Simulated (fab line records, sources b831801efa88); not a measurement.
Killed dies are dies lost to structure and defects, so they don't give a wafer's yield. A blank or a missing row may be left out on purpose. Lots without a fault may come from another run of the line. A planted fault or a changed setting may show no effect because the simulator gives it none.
One fault seen from 2 desks | flow gf180mcu | each desk has only its own numbers; what lay behind them comes last

THE TOOL OWNER'S DESK: litho_track-02
The tool's own readings at GF_M5_HMDS_01 (prime time 60 s): means of the sampled wafers that have a number, for each lot that ran on this tool. A lot is out of limits, marked OUT, if its mean lies more than 4 standard deviations from the usual mean; the brackets give that distance.
Columns: A = chill_plate_temp_C at GF_M5_HMDS_01, usual 22.98 C; B = prime_temp_c at GF_M5_HMDS_01, usual 120.00 C
lot  | first seen here | A     | B
L929 | day 27 07:04    | 23.11 | 120.06
L931 | day 28 03:18    | 23.09 | 120.19
L933 | day 28 19:16    | 23.14 | 119.92
L937 | day 29 23:13    | 23.00 | 120.01
L939 | day 30 11:55    | 22.89 | 119.96
L938 | day 30 12:48    | 22.89 | 119.94
L943 | day 31 09:29    | 23.01 | 126.07 (+43) OUT
L944 | day 31 10:47    | 22.92 | 126.00 (+43) OUT
This desk's finding: out of limits on L943, L944; first on L943, day 31 09:29 (prime_temp_c at GF_M5_HMDS_01). In limits: L929, L931, L933, L937, L939, L938.

THE METROLOGY DESK
What the gauges read, lot by lot, whatever tool the lot ran on: means of the sampled wafers that have a number. A lot is out of limits, marked OUT, if its mean lies more than 4 standard deviations from the usual mean; the brackets give that distance.
Columns: A = V4_OVL at GF_V4_OVL_MEAS_15, usual 2 nm; B = V4_W_RS at GF_V4_RS_MEAS_24, usual 0.326 ohm/sq
lot  | first seen here | A   | B
L925 | day 24 20:08    | -4  | 0.326
L926 | day 24 23:38    | -11 | 0.324
L929 | day 25 21:53    | 4   | 0.326
L931 | day 26 18:34    | 6   | 0.323
L933 | day 27 13:20    | -2  | 0.323
L934 | day 27 14:10    | 1   | 0.328
L935 | day 27 19:52    | -5  | 0.327
L936 | day 27 20:53    | -3  | 0.328
L937 | day 28 16:50    | 3   | 0.323
L939 | day 29 05:50    | 3   | 0.326
L938 | day 29 06:43    | 2   | 0.327
L942 | day 29 22:55    | -3  | 0.324
L943 | day 30 05:25    | -2  | 0.326
L944 | day 30 05:44    | 4   | 0.329
This desk's finding: nothing out of limits on any of the 14 lots.

PUT TOGETHER
The tool owner's desk could have raised an alarm at day 31 09:29, on L943, L944.
The metrology desk saw nothing out of limits.
The metrology desk has L943, L944 on record, within its limits.
Of the lots named, all ran GF_M5_HMDS_01 on litho_track-02.

WHAT THE SIMULATOR HAD PUT IN
Process parameter drift: litho_track-02, from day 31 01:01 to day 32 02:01, at GF_M5_HMDS_01. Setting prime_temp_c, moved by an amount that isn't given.
Lots struck among those shown: L943, L944.
Hours from the fault's start to each desk's first reading out of limits: the tool owner's desk, 8.
